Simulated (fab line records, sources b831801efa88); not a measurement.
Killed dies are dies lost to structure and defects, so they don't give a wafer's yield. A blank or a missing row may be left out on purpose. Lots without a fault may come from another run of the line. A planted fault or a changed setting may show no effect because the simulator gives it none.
fab line records | flow gf180mcu
record lots=5 wafers=15 last_day=34
route steps=602 shown HV_LDD@180
lots that met no fault: from a run of the same line without faults
start_h: hours from the record's first day to the start of the lot's first wafer shown | wait_h: hours since the lot's step before | " the same as in the row above | L1.1+2: a row that stands for several wafers | - no value, or no start given | * or withheld: withheld | < > ~ a bound
route shown NAME@n: a module of which the file shows steps, and the number in the route of the first | usual: mean/standard deviation of fault-free wafers | same: alike in all rows | chamber/n: place in a boat | sites: the reading at each site | _std_site: their standard deviation | _edge_site: outer sites' mean less inner sites' | radius_mm: how far each site lies from the wafer's centre | mask NAME#n: copy n | behind: the tool/chamber that last shaped the wafer | hold: why the lot was held/for how many hours/how that ended | device: the transistor (n, p or np) that didn't switch | end of line: the same wafers' tests at the end of the route | a step without rows: its recipe alone | killed: dies lost to structure and defects at the first sort, not the wafer's yield | map: a wafer's dies, x killed, . not, _ none there
set.NAME: the setting as run; set.NAME@STEP: as run at that earlier step | model.NAME: the simulator's own value behind a step, which no gauge read
lots at some steps of the route; a table a step, a row a wafer
services: from which hour (start_h, from the record's first day; less than 0 if before it) a tool's chamber was out of use, for how many hours, and why
## steps
# step GF_HV_LDD_EXPOSE_04
# recipe mask_id=Nplus_LV_AREA target_cd_nm=400 na=0.6 source_shape=conventional sigma_outer=0.6 dose_mj=140
# columns lot.wafer tool chamber start_h wait_h mask
L074.2+3+4 iline_stepper-02 0 - - Nplus_LV_AREA#0
L076.2+3+5 iline_stepper-02 0 - - Nplus_LV_AREA#0
L083.1+3+5 iline_stepper-01 0 - - Nplus_LV_AREA#0
L091.1+4+6 iline_stepper-02 0 - - Nplus_LV_AREA#0
L096.1+2+3 iline_stepper-01 0 - - Nplus_LV_AREA#0
# step GF_HV_LDD_PEB_05
# recipe temp_c=withheld time_s=* resist=NOVOLAK
# columns lot.wafer tool chamber start_h wait_h
L074.2+3+4 litho_track-04 0 - -
L076.2+3+5 litho_track-02 0 - -
L083.1+3+5 litho_track-02 0 - -
L091.1+4+6 litho_track-02 0 - -
L096.1+2+3 litho_track-01 0 - -
# step GF_HV_LDD_DEVELOP_06
# recipe develop_time_s=60 dev_temp_c=23
# same develop_time_s=60
# columns lot.wafer tool chamber start_h wait_h
L074.2+3+4 litho_track-04 0 216.40 0.1
L076.2+3+5 litho_track-02 0 229.03 0.1
L083.1+3+5 litho_track-02 0 282.50 0.1
L091.1+4+6 litho_track-02 0 340.30 0.1
L096.1+2+3 litho_track-01 0 377.32 0.1
# step GF_HV_LDD_CD_MEAS_07
# recipe target_cd_nm=400
# usual cd_nm=399.6/2
# columns lot.wafer tool chamber start_h wait_h cd_nm
L074.2 cd_sem-01 - 216.54 0.1 400.1
L074.3 " - " " 401.4
L074.4 " - " " 400.7
L076.2 cd_sem-02 - 229.17 0.1 403.4
L076.3 " - " " 403.6
L076.5 " - " " 402.4
L083.1 cd_sem-01 - 282.65 0.1 398.5
L083.3 " - " " 397.8
L083.5 " - " " 399.1
L091.1 cd_sem-02 - 340.45 0.1 398.7
L091.4 " - " " 398.9
L091.6 " - " " 401.3
L096.1 cd_sem-01 - 377.47 0.1 401.3
L096.2 " - " " 400.9
L096.3 " - " " 402.1
# step GF_HV_LDD_OVL_MEAS_08
# usual HV_LDD_OVL=-0.7/1.3
# columns lot.wafer tool chamber start_h wait_h HV_LDD_OVL[nm]
L074.2 overlay-02 - 216.65 0.1 -1.1
L074.3 " - " " -2.4
L074.4 " - " " -1.3
L076.2 overlay-01 - 229.28 0.1 0.0
L076.3 " - " " -0.1
L076.5 " - " " -0.4
L083.1 overlay-02 - 282.77 0.1 -0.6
L083.3 " - " " -1.1
L083.5 " - " " 0.0
L091.1 overlay-02 - 340.57 0.1 -1.4
L091.4 " - " " -0.7
L091.6 " - " " -1.4
L096.1 overlay-02 - 377.59 0.1 0.0
L096.2 " - " " 0.3
L096.3 " - " " -0.7
# step GF_HV_LDD_IMPLANT_09
# recipe species=As energy_kev=40 dose_cm2=1e+14 tilt_deg=7
# columns lot.wafer tool chamber start_h wait_h
L074.2+3+4 implanter-03 0 216.70 0.0
L076.2+3+5 implanter-03 0 229.33 0.0
L083.1+3+5 implanter-04 0 282.81 0.0
L091.1+4+6 implanter-04 0 340.60 0.0
L096.1+2+3 implanter-03 0 377.62 0.0
# step GF_HV_LDD_STRIP_10
# recipe chemistry=O2/N2 power_w=1400 pressure_mtorr=1500 platen_temp_c=250 o2_flow_sccm=3000 n2_flow_sccm=300 overash_fraction=0.5
# usual chamber_pressure_mTorr=1499.9/1.4 drypump_motor_current_A=5.3/0.46 heater_power_w=311/44 oes_product_au=0.716/0.0042 strip_time_to_endpoint_s=12.62/0.034
# same overash_fraction=0.5
# columns lot.wafer tool chamber start_h wait_h chamber_pressure_mTorr drypump_motor_current_A heater_power_w oes_product_au rf_hours_counter_h strip_time_to_endpoint_s
L074.2 plasma_asher-01 1 216.83 0.1 1497.6 4.8 260 0.723 58 12.62
L074.3 " 1 " " 1499.2 4.8 271 0.720 - 12.63
L074.4 " 0 " " 1500.5 5.6 277 0.718 - 12.62
L076.2 plasma_asher-01 0 229.46 0.1 1499.0 5.6 283 0.715 59 12.64
L076.3 " 0 " " 1498.3 5.6 279 0.723 - 12.61
L076.5 " 0 " " 1499.7 5.6 282 0.719 - 12.61
L083.1 plasma_asher-02 0 282.96 0.1 1500.4 6.1 296 0.714 62 12.60
L083.3 " 1 " " 1498.9 5.5 384 0.716 - 12.62
L083.5 " 0 " " 1501.6 6.1 310 0.717 - 12.56
L091.1 plasma_asher-01 1 340.75 0.1 1500.6 4.8 275 0.709 71 12.61
L091.4 " 0 " " 1498.8 5.6 277 0.719 - 12.58
L091.6 " 0 " " 1500.1 5.6 281 0.716 - 12.57
L096.1 plasma_asher-04 1 377.77 0.1 1500.6 5.3 357 0.716 56 12.67
L096.2 " 0 " " 1499.1 4.7 282 0.716 56 12.67
L096.3 " 0 " " 1501.4 4.8 274 0.718 - 12.63
# step GF_HV_LDD_TW_MEAS_11
# usual HV_LDD_TW=2393/14
# columns lot.wafer tool chamber start_h wait_h HV_LDD_TW
L074.2 film_metro-03 - 216.94 0.1 2399
L074.3 " - " " 2409
L074.4 " - " " 2404
L076.2 film_metro-01 - 229.57 0.1 2365
L076.3 " - " " 2368
L076.5 " - " " 2389
L083.1 film_metro-01 - 283.06 0.1 2378
L083.3 " - " " 2389
L083.5 " - " " 2378
L091.1 film_metro-04 - 340.85 0.1 2416
L091.4 " - " " 2398
L091.6 " - " " 2393
L096.1 film_metro-04 - 377.87 0.1 2417
L096.2 " - " " 2405
L096.3 " - " " 2394
# step GF_HV_LDD_DEHYDRATE_12
# recipe temp_c=200 time_s=60
# columns lot.wafer tool chamber start_h wait_h
L074.2+3+4 litho_track-02 0 224.83 7.9
L076.2+3+5 litho_track-01 0 237.89 8.3
L083.1+3+5 litho_track-04 0 292.37 9.3
L091.1+4+6 litho_track-01 0 351.02 10.2
L096.1+2+3 litho_track-02 0 388.45 10.6
# step GF_HV_LDD_HMDS_13
# recipe prime_time_s=60 prime_temp_c=120
# columns lot.wafer tool chamber start_h wait_h
L074.2+3+4 litho_track-02 0 224.98 0.1
L076.2+3+5 litho_track-01 0 238.04 0.1
L083.1+3+5 litho_track-04 0 292.52 0.1
L091.1+4+6 litho_track-01 0 351.17 0.1
L096.1+2+3 litho_track-02 0 388.60 0.1
# step GF_HV_LDD_COAT_14
# recipe resist=NOVOLAK spin_rpm=3000 resist_thk_nm=1000
# columns lot.wafer tool chamber start_h wait_h
L074.2+3+4 litho_track-02 0 225.13 0.1
L076.2+3+5 litho_track-01 0 238.19 0.1
L083.1+3+5 litho_track-04 0 292.67 0.1
L091.1+4+6 litho_track-01 0 351.32 0.1
L096.1+2+3 litho_track-02 0 388.75 0.1
# step GF_HV_LDD_SOFTBAKE_15
# recipe temp_c=90 time_s=60 resist=NOVOLAK
# columns lot.wafer tool chamber start_h wait_h
L074.2+3+4 litho_track-02 0 225.28 0.1
L076.2+3+5 litho_track-01 0 238.34 0.1
L083.1+3+5 litho_track-04 0 292.82 0.1
L091.1+4+6 litho_track-01 0 351.47 0.1
L096.1+2+3 litho_track-02 0 388.90 0.1
# step GF_HV_LDD_EXPOSE_16
# recipe mask_id=Pplus_LV_AREA target_cd_nm=400 na=0.6 source_shape=conventional sigma_outer=0.6 dose_mj=140
# columns lot.wafer tool chamber start_h wait_h mask
L074.2+3+4 iline_stepper-02 0 - - Pplus_LV_AREA#0
L076.2+3+5 iline_stepper-02 0 - - Pplus_LV_AREA#0
L083.1+3+5 iline_stepper-02 0 - - Pplus_LV_AREA#0
L091.1+4+6 iline_stepper-01 0 - - Pplus_LV_AREA#0
L096.1+2+3 iline_stepper-01 0 - - Pplus_LV_AREA#0
# step GF_HV_LDD_PEB_17
# recipe temp_c=withheld time_s=* resist=NOVOLAK
# columns lot.wafer tool chamber start_h wait_h
L074.2+3+4 litho_track-01 0 - -
L076.2+3+5 litho_track-04 0 - -
L083.1+3+5 litho_track-02 0 - -
L091.1+4+6 litho_track-04 0 - -
L096.1+2+3 litho_track-04 0 - -
# step GF_HV_LDD_DEVELOP_18
# recipe develop_time_s=60 dev_temp_c=23
# same develop_time_s=60
# columns lot.wafer tool chamber start_h wait_h
L074.2+3+4 litho_track-01 0 234.29 0.1
L076.2+3+5 litho_track-04 0 246.65 0.1
L083.1+3+5 litho_track-02 0 302.30 0.1
L091.1+4+6 litho_track-04 0 362.77 0.1
L096.1+2+3 litho_track-04 0 400.17 0.1
# step GF_HV_LDD_CD_MEAS_19
# recipe target_cd_nm=400
# usual cd_nm=400.0/2.1
# columns lot.wafer tool chamber start_h wait_h cd_nm
L074.2 cd_sem-01 - 234.44 0.1 395.8
L074.3 " - " " 395.4
L074.4 " - " " 397.7
L076.2 cd_sem-01 - 246.79 0.1 399.4
L076.3 " - " " 400.9
L076.5 " - " " 400.9
L083.1 cd_sem-02 - 302.45 0.1 400.3
L083.3 " - " " 400.6
L083.5 " - " " 404.6
L091.1 cd_sem-02 - 362.92 0.1 402.9
L091.4 " - " " 402.9
L091.6 " - " " 401.0
L096.1 cd_sem-01 - 400.32 0.1 401.5
L096.2 " - " " 402.2
L096.3 " - " " 401.5
# step GF_HV_LDD_OVL_MEAS_20
# usual HV_LDD_01_OVL=0.1/1.3
# columns lot.wafer tool chamber start_h wait_h HV_LDD_01_OVL[nm]
L074.2 overlay-01 - 234.54 0.1 -1.0
L074.3 " - " " -1.3
L074.4 " - " " -0.3
L076.2 overlay-01 - 246.90 0.1 -0.1
L076.3 " - " " 2.0
L076.5 " - " " 1.6
L083.1 overlay-01 - 302.57 0.1 0.1
L083.3 " - " " 1.8
L083.5 " - " " 1.3
L091.1 overlay-02 - 363.04 0.1 -2.0
L091.4 " - " " -1.0
L091.6 " - " " -0.2
L096.1 overlay-02 - 400.44 0.1 1.0
L096.2 " - " " -1.4
L096.3 " - " " -0.6
# step GF_HV_LDD_IMPLANT_21
# recipe species=BF2 energy_kev=25 dose_cm2=5e+13 tilt_deg=7
# columns lot.wafer tool chamber start_h wait_h
L074.2+3+4 implanter-03 0 234.60 0.0
L076.2+3+5 implanter-03 0 246.95 0.0
L083.1+3+5 implanter-04 0 302.61 0.0
L091.1+4+6 implanter-03 0 363.08 0.0
L096.1+2+3 implanter-02 0 400.47 0.0
# step GF_HV_LDD_STRIP_22
# recipe chemistry=O2/N2 power_w=1400 pressure_mtorr=1500 platen_temp_c=250 o2_flow_sccm=3000 n2_flow_sccm=300 overash_fraction=0.5
# usual chamber_pressure_mTorr=1499.9/1.5 drypump_motor_current_A=5.4/0.47 heater_power_w=317/46 oes_product_au=0.715/0.0046 strip_time_to_endpoint_s=12.62/0.035
# same overash_fraction=0.5
# columns lot.wafer tool chamber start_h wait_h chamber_pressure_mTorr drypump_motor_current_A heater_power_w oes_product_au rf_hours_counter_h strip_time_to_endpoint_s
L074.2 plasma_asher-02 0 234.72 0.1 1497.6 6.1 312 0.712 56 12.68
L074.3 " 1 " " 1500.8 5.5 406 0.717 - 12.65
L074.4 " 0 " " 1502.4 6.1 301 0.712 - 12.68
L076.2 plasma_asher-04 0 247.08 0.1 1503.0 4.7 281 0.718 44 12.65
L076.3 " 1 " " 1498.5 5.3 358 0.710 - 12.68
L076.5 " 0 " " 1500.9 4.8 282 0.711 - 12.62
L083.1 plasma_asher-04 0 302.76 0.1 1498.8 4.8 284 0.716 49 12.67
L083.3 " 1 " " 1502.2 5.2 367 0.714 - 12.68
L083.5 " 1 " " 1500.6 5.2 354 0.716 - 12.65
L091.1 plasma_asher-01 0 363.23 0.1 1500.3 5.6 280 0.711 74 12.69
L091.4 " 1 " " 1498.5 4.8 275 0.722 - 12.63
L091.6 " 0 " " 1499.5 5.6 284 0.709 - 12.64
L096.1 plasma_asher-02 1 400.62 0.1 1498.9 5.5 387 0.711 73 12.63
L096.2 " 0 " " 1499.5 6.1 303 0.703 73 12.63
L096.3 " 1 " " 1499.9 5.5 391 0.706 - 12.64
# step GF_HV_LDD_TW_MEAS_23
# usual HV_LDD_2_TW=1049/6
# columns lot.wafer tool chamber start_h wait_h HV_LDD_2_TW
L074.2 film_metro-03 - 234.83 0.1 1045
L074.3 " - " " 1052
L074.4 " - " " 1046
L076.2 film_metro-03 - 247.19 0.1 1050
L076.3 " - " " 1054
L076.5 " - " " 1049
L083.1 film_metro-01 - 302.86 0.1 1035
L083.3 " - " " 1037
L083.5 " - " " 1038
L091.1 film_metro-03 - 363.33 0.1 1044
L091.4 " - " " 1047
L091.6 " - " " 1046
L096.1 film_metro-03 - 400.72 0.1 1051
L096.2 " - " " 1046
L096.3 " - " " 1046
# step GF_HV_LDD_DEHYDRATE_24
# recipe temp_c=200 time_s=60
# columns lot.wafer tool chamber start_h wait_h
L074.2+3+4 litho_track-01 0 243.04 8.2
L076.2+3+5 litho_track-02 0 256.23 9.0
L083.1+3+5 litho_track-04 0 312.52 9.7
L091.1+4+6 litho_track-01 0 373.52 10.2
L096.1+2+3 litho_track-04 0 412.32 11.6
# step GF_HV_LDD_HMDS_25
# recipe prime_time_s=60 prime_temp_c=120
# columns lot.wafer tool chamber start_h wait_h
L074.2+3+4 litho_track-01 0 243.19 0.1
L076.2+3+5 litho_track-02 0 256.38 0.1
L083.1+3+5 litho_track-04 0 312.67 0.1
L091.1+4+6 litho_track-01 0 373.67 0.1
L096.1+2+3 litho_track-04 0 412.47 0.1
# step GF_HV_LDD_COAT_26
# recipe resist=NOVOLAK spin_rpm=3000 resist_thk_nm=1000
# columns lot.wafer tool chamber start_h wait_h
L074.2+3+4 litho_track-01 0 243.34 0.1
L076.2+3+5 litho_track-02 0 256.53 0.1
L083.1+3+5 litho_track-04 0 312.82 0.1
L091.1+4+6 litho_track-01 0 373.82 0.1
L096.1+2+3 litho_track-04 0 412.62 0.1
# step GF_HV_LDD_SOFTBAKE_27
# recipe temp_c=90 time_s=60 resist=NOVOLAK
# columns lot.wafer tool chamber start_h wait_h
L074.2+3+4 litho_track-01 0 243.49 0.1
L076.2+3+5 litho_track-02 0 256.68 0.1
L083.1+3+5 litho_track-04 0 312.97 0.1
L091.1+4+6 litho_track-01 0 373.97 0.1
L096.1+2+3 litho_track-04 0 412.77 0.1
# step GF_HV_LDD_EXPOSE_28
# recipe mask_id=Nplus_HV_AREA target_cd_nm=400 na=0.6 source_shape=conventional sigma_outer=0.6 dose_mj=140
# columns lot.wafer tool chamber start_h wait_h mask
L074.2+3+4 iline_stepper-01 0 - - Nplus_HV_AREA#0
L076.2+3+5 iline_stepper-01 0 - - Nplus_HV_AREA#0
L083.1+3+5 iline_stepper-02 0 - - Nplus_HV_AREA#0
L091.1+4+6 iline_stepper-02 0 - - Nplus_HV_AREA#0
L096.1+2+3 iline_stepper-01 0 - - Nplus_HV_AREA#0
# step GF_HV_LDD_PEB_29
# recipe temp_c=withheld time_s=* resist=NOVOLAK
# columns lot.wafer tool chamber start_h wait_h
L074.2+3+4 litho_track-04 0 - -
L076.2+3+5 litho_track-02 0 - -
L083.1+3+5 litho_track-01 0 - -
L091.1+4+6 litho_track-02 0 - -
L096.1+2+3 litho_track-02 0 - -
# step GF_HV_LDD_DEVELOP_30
# recipe develop_time_s=60 dev_temp_c=23
# same develop_time_s=60
# columns lot.wafer tool chamber start_h wait_h
L074.2+3+4 litho_track-04 0 253.10 0.1
L076.2+3+5 litho_track-02 0 265.18 0.1
L083.1+3+5 litho_track-01 0 323.12 0.1
L091.1+4+6 litho_track-02 0 385.40 0.1
L096.1+2+3 litho_track-02 0 423.95 0.1
# step GF_HV_LDD_CD_MEAS_31
# recipe target_cd_nm=400
# usual cd_nm=400.0/2.2
# columns lot.wafer tool chamber start_h wait_h cd_nm
L074.2 cd_sem-02 - 253.24 0.1 403.9
L074.3 " - " " 401.3
L074.4 " - " " 403.4
L076.2 cd_sem-02 - 265.32 0.1 402.4
L076.3 " - " " 401.1
L076.5 " - " " 401.6
L083.1 cd_sem-01 - 323.27 0.1 399.0
L083.3 " - " " 400.7
L083.5 " - " " 400.8
L091.1 cd_sem-01 - 385.55 0.1 400.5
L091.4 " - " " 401.0
L091.6 " - " " 397.2
L096.1 cd_sem-02 - 424.10 0.1 402.2
L096.2 " - " " 399.0
L096.3 " - " " 401.6
# step GF_HV_LDD_OVL_MEAS_32
# usual HV_LDD_02_OVL=0.3/1.6
# columns lot.wafer tool chamber start_h wait_h HV_LDD_02_OVL[nm]
L074.2 overlay-02 - 253.35 0.1 3.2
L074.3 " - " " 1.7
L074.4 " - " " 1.7
L076.2 overlay-01 - 265.43 0.1 -0.4
L076.3 " - " " -1.0
L076.5 " - " " 0.3
L083.1 overlay-02 - 323.39 0.1 2.0
L083.3 " - " " 1.5
L083.5 " - " " 3.1
L091.1 overlay-01 - 385.67 0.1 1.0
L091.4 " - " " -0.4
L091.6 " - " " 0.8
L096.1 overlay-01 - 424.22 0.1 2.2
L096.2 " - " " 1.6
L096.3 " - " " 0.6
# step GF_HV_LDD_IMPLANT_33
# recipe species=P energy_kev=60 dose_cm2=7.5e+12 tilt_deg=30 rotation_deg=0
# usual rotation_deg=-0.002/0.018
# columns lot.wafer tool chamber start_h wait_h rotation_deg
L074.2 implanter-03 0 253.40 0.0 -0.016
L074.3 " 0 " " -0.017
L074.4 " 0 " " -0.014
L076.2 implanter-03 0 265.48 0.0 -0.002
L076.3 " 0 " " -0.008
L076.5 " 0 " " 0.004
L083.1 implanter-04 0 323.42 0.0 -0.003
L083.3 " 0 " " 0.000
L083.5 " 0 " " -0.010
L091.1 implanter-02 0 385.70 0.0 -0.028
L091.4 " 0 " " -0.017
L091.6 " 0 " " -0.005
L096.1 implanter-04 0 424.25 0.0 0.011
L096.2 " 0 " " 0.029
L096.3 " 0 " " -0.020
# step GF_HV_LDD_IMPLANT_34
# recipe species=P energy_kev=60 dose_cm2=7.5e+12 tilt_deg=30 rotation_deg=90
# usual rotation_deg=90.002/0.022
# columns lot.wafer tool chamber start_h wait_h rotation_deg
L074.2 implanter-03 0 253.55 0.1 90.010
L074.3 " 0 " " 89.983
L074.4 " 0 " " 89.979
L076.2 implanter-03 0 265.63 0.1 90.009
L076.3 " 0 " " 89.989
L076.5 " 0 " " 90.004
L083.1 implanter-04 0 323.57 0.1 90.042
L083.3 " 0 " " 90.013
L083.5 " 0 " " 89.982
L091.1 implanter-02 0 385.85 0.1 89.999
L091.4 " 0 " " 89.994
L091.6 " 0 " " 90.050
L096.1 implanter-04 0 424.40 0.1 90.026
L096.2 " 0 " " 90.003
L096.3 " 0 " " 89.985
# step GF_HV_LDD_IMPLANT_35
# recipe species=P energy_kev=60 dose_cm2=7.5e+12 tilt_deg=30 rotation_deg=180
# usual rotation_deg=180.00/0.03
# columns lot.wafer tool chamber start_h wait_h rotation_deg
L074.2 implanter-03 0 253.70 0.1 180.03
L074.3 " 0 " " 180.02
L074.4 " 0 " " 180.01
L076.2 implanter-03 0 265.78 0.1 180.03
L076.3 " 0 " " 179.98
L076.5 " 0 " " 180.02
L083.1 implanter-04 0 323.72 0.1 180.03
L083.3 " 0 " " 180.00
L083.5 " 0 " " 179.97
L091.1 implanter-02 0 386.00 0.1 180.05
L091.4 " 0 " " 180.03
L091.6 " 0 " " 179.98
L096.1 implanter-04 0 424.55 0.1 179.99
L096.2 " 0 " " 180.04
L096.3 " 0 " " 179.95
# step GF_HV_LDD_IMPLANT_36
# recipe species=P energy_kev=60 dose_cm2=7.5e+12 tilt_deg=30 rotation_deg=270
# usual rotation_deg=270.00/0.042
# columns lot.wafer tool chamber start_h wait_h rotation_deg
L074.2 implanter-03 0 253.85 0.1 270.03
L074.3 " 0 " " 270.05
L074.4 " 0 " " 270.01
L076.2 implanter-03 0 265.93 0.1 270.03
L076.3 " 0 " " 270.02
L076.5 " 0 " " 269.98
L083.1 implanter-04 0 323.87 0.1 269.97
L083.3 " 0 " " 270.05
L083.5 " 0 " " 269.96
L091.1 implanter-02 0 386.15 0.1 270.00
L091.4 " 0 " " 270.01
L091.6 " 0 " " 269.93
L096.1 implanter-04 0 424.70 0.1 270.04
L096.2 " 0 " " 270.03
L096.3 " 0 " " 270.02
# step GF_HV_LDD_STRIP_37
# recipe chemistry=O2/N2 power_w=1400 pressure_mtorr=1500 platen_temp_c=250 o2_flow_sccm=3000 n2_flow_sccm=300 overash_fraction=0.5
# usual chamber_pressure_mTorr=1500.2/1.4 drypump_motor_current_A=5.3/0.46 heater_power_w=310/44 oes_product_au=0.716/0.0046 strip_time_to_endpoint_s=12.620/0.028
# same overash_fraction=0.5
# columns lot.wafer tool chamber start_h wait_h chamber_pressure_mTorr drypump_motor_current_A heater_power_w oes_product_au rf_hours_counter_h strip_time_to_endpoint_s
L074.2 plasma_asher-01 0 253.98 0.1 1498.3 5.6 282 0.716 62 12.634
L074.3 " 0 " " 1498.6 5.6 280 0.717 - 12.616
L074.4 " 1 " " 1502.1 4.8 272 0.717 - 12.621
L076.2 plasma_asher-04 1 266.06 0.1 1501.4 5.2 357 0.720 46 12.621
L076.3 " 1 " " 1501.0 5.3 350 0.717 - 12.670
L076.5 " 0 " " 1502.3 4.7 283 0.716 - 12.642
L083.1 plasma_asher-02 0 324.02 0.1 1498.6 6.1 301 0.723 66 12.633
L083.3 " 0 " " 1503.2 6.1 306 0.719 - 12.619
L083.5 " 0 " " 1501.6 6.1 304 0.716 - 12.608
L091.1 plasma_asher-04 0 386.30 0.1 1500.1 4.7 275 0.723 57 12.625
L091.4 " 0 " " 1500.8 4.8 283 0.710 - 12.639
L091.6 " 1 " " 1498.9 5.2 353 0.720 - 12.655
L096.1 plasma_asher-04 1 424.85 0.1 1500.7 5.2 358 0.723 62 12.596
L096.2 " 0 " " 1500.1 4.7 281 0.722 62 12.652
L096.3 " 1 " " 1499.6 5.2 356 0.715 - 12.625
# step GF_HV_LDD_TW_MEAS_38
# usual HV_LDD_3_TW=1427/5.6
# columns lot.wafer tool chamber start_h wait_h HV_LDD_3_TW
L074.2 film_metro-03 - 254.09 0.1 1424
L074.3 " - " " 1434
L074.4 " - " " 1424
L076.2 film_metro-03 - 266.17 0.1 1422
L076.3 " - " " 1417
L076.5 " - " " 1419
L083.1 film_metro-04 - 324.12 0.1 1421
L083.3 " - " " 1419
L083.5 " - " " 1424
L091.1 film_metro-01 - 386.40 0.1 1428
L091.4 " - " " 1426
L091.6 " - " " 1433
L096.1 film_metro-01 - 424.95 0.1 1437
L096.2 " - " " 1428
L096.3 " - " " 1430
# step GF_HV_LDD_DEHYDRATE_39
# recipe temp_c=200 time_s=60
# columns lot.wafer tool chamber start_h wait_h
L074.2+3+4 litho_track-01 0 262.24 8.1
L076.2+3+5 litho_track-01 0 275.94 9.8
L083.1+3+5 litho_track-01 0 334.42 10.3
L091.1+4+6 litho_track-01 0 397.42 11.0
L096.1+2+3 litho_track-04 0 436.27 11.3
# step GF_HV_LDD_HMDS_40
# recipe prime_time_s=60 prime_temp_c=120
# columns lot.wafer tool chamber start_h wait_h
L074.2+3+4 litho_track-01 0 262.39 0.1
L076.2+3+5 litho_track-01 0 276.09 0.1
L083.1+3+5 litho_track-01 0 334.57 0.1
L091.1+4+6 litho_track-01 0 397.57 0.1
L096.1+2+3 litho_track-04 0 436.42 0.1
# step GF_HV_LDD_COAT_41
# recipe resist=NOVOLAK spin_rpm=3000 resist_thk_nm=1000
# columns lot.wafer tool chamber start_h wait_h
L074.2+3+4 litho_track-01 0 262.54 0.1
L076.2+3+5 litho_track-01 0 276.24 0.1
L083.1+3+5 litho_track-01 0 334.72 0.1
L091.1+4+6 litho_track-01 0 397.72 0.1
L096.1+2+3 litho_track-04 0 436.57 0.1
# step GF_HV_LDD_SOFTBAKE_42
# recipe temp_c=90 time_s=60 resist=NOVOLAK
# columns lot.wafer tool chamber start_h wait_h
L074.2+3+4 litho_track-01 0 262.69 0.1
L076.2+3+5 litho_track-01 0 276.39 0.1
L083.1+3+5 litho_track-01 0 334.87 0.1
L091.1+4+6 litho_track-01 0 397.87 0.1
L096.1+2+3 litho_track-04 0 436.72 0.1
# step GF_HV_LDD_EXPOSE_43
# recipe mask_id=Pplus_HV_AREA target_cd_nm=400 na=0.6 source_shape=conventional sigma_outer=0.6 dose_mj=140
# columns lot.wafer tool chamber start_h wait_h mask
L074.2+3+4 iline_stepper-01 0 - - Pplus_HV_AREA#0
L076.2+3+5 iline_stepper-02 0 - - Pplus_HV_AREA#0
L083.1+3+5 iline_stepper-01 0 - - Pplus_HV_AREA#0
L091.1+4+6 iline_stepper-02 0 - - Pplus_HV_AREA#0
L096.1+2+3 iline_stepper-01 0 - - Pplus_HV_AREA#0
# step GF_HV_LDD_PEB_44
# recipe temp_c=withheld time_s=* resist=NOVOLAK
# columns lot.wafer tool chamber start_h wait_h
L074.2+3+4 litho_track-04 0 - -
L076.2+3+5 litho_track-02 0 - -
L083.1+3+5 litho_track-04 0 - -
L091.1+4+6 litho_track-02 0 - -
L096.1+2+3 litho_track-04 0 - -
# step GF_HV_LDD_DEVELOP_45
# recipe develop_time_s=60 dev_temp_c=23
# same develop_time_s=60
# columns lot.wafer tool chamber start_h wait_h
L074.2+3+4 litho_track-04 0 271.60 0.1
L076.2+3+5 litho_track-02 0 285.73 0.1
L083.1+3+5 litho_track-04 0 345.37 0.1
L091.1+4+6 litho_track-02 0 409.25 0.1
L096.1+2+3 litho_track-04 0 448.97 0.1
# step GF_HV_LDD_CD_MEAS_46
# recipe target_cd_nm=400
# usual cd_nm=399.3/2.2
# columns lot.wafer tool chamber start_h wait_h cd_nm
L074.2 cd_sem-02 - 271.74 0.1 399.2
L074.3 " - " " 399.5
L074.4 " - " " 398.1
L076.2 cd_sem-01 - 285.87 0.1 399.0
L076.3 " - " " 401.6
L076.5 " - " " 400.8
L083.1 cd_sem-02 - 345.63 0.2 398.2
L083.3 " - " " 395.7
L083.5 " - " " 398.0
L091.1 cd_sem-01 - 409.40 0.1 396.3
L091.4 " - " " 397.2
L091.6 " - " " 395.3
L096.1 cd_sem-02 - 449.12 0.1 403.9
L096.2 " - " " 402.5
L096.3 " - " " 402.0
# step GF_HV_LDD_OVL_MEAS_47
# usual HV_LDD_03_OVL=-0.4/1.3
# columns lot.wafer tool chamber start_h wait_h HV_LDD_03_OVL[nm]
L074.2 overlay-02 - 271.85 0.1 0.0
L074.3 " - " " 0.5
L074.4 " - " " 0.7
L076.2 overlay-01 - 285.98 0.1 1.2
L076.3 " - " " -0.4
L076.5 " - " " -0.3
L083.1 overlay-02 - 345.75 0.1 1.7
L083.3 " - " " 0.7
L083.5 " - " " 1.5
L091.1 overlay-02 - 409.52 0.1 -0.9
L091.4 " - " " -0.6
L091.6 " - " " 0.1
L096.1 overlay-02 - 449.24 0.1 2.7
L096.2 " - " " 1.1
L096.3 " - " " 2.3
# step GF_HV_LDD_IMPLANT_48
# recipe species=B energy_kev=25 dose_cm2=3e+13 tilt_deg=7
# columns lot.wafer tool chamber start_h wait_h
L074.2+3+4 implanter-03 0 271.90 0.0
L076.2+3+5 implanter-03 0 286.03 0.0
L083.1+3+5 implanter-03 0 345.79 0.0
L091.1+4+6 implanter-02 0 409.55 0.0
L096.1+2+3 implanter-04 0 449.27 0.0
## services
# columns tool chamber start_h hours kind
iline_stepper-01 - 187.18 2.1 pm
iline_stepper-01 - 189.27 - consumable_replace:lamp
implanter-03 - 211.31 5.3 pm
plasma_asher-01 - 225.02 1.3 repair
iline_stepper-02 - 226.90 2.1 pm
plasma_asher-04 - 227.94 4.3 repair
iline_stepper-02 - 228.98 - consumable_replace:lamp
implanter-04 - 244.51 1.8 repair
implanter-04 - 252.95 2.3 repair
implanter-02 - 258.35 17.6 pm
plasma_asher-04 - 268.51 13.9 repair
iline_stepper-01 - 301.98 6.6 repair
implanter-03 - 321.21 6.6 pm
iline_stepper-02 - 356.39 1.7 pm
implanter-04 - 374.27 4.6 repair
iline_stepper-01 - 375.04 1.7 pm
implanter-03 - 381.25 41.9 pm
implanter-04 - 405.70 6.3 pm
plasma_asher-01 - 421.25 9.0 pm
plasma_asher-01 0 421.25 9.0 vent_cycle
plasma_asher-01 1 421.25 9.0 vent_cycle
plasma_asher-01 0 430.25 - clean
plasma_asher-01 1 430.25 - clean
implanter-04 - 435.67 1.2 repair
## key
fault none
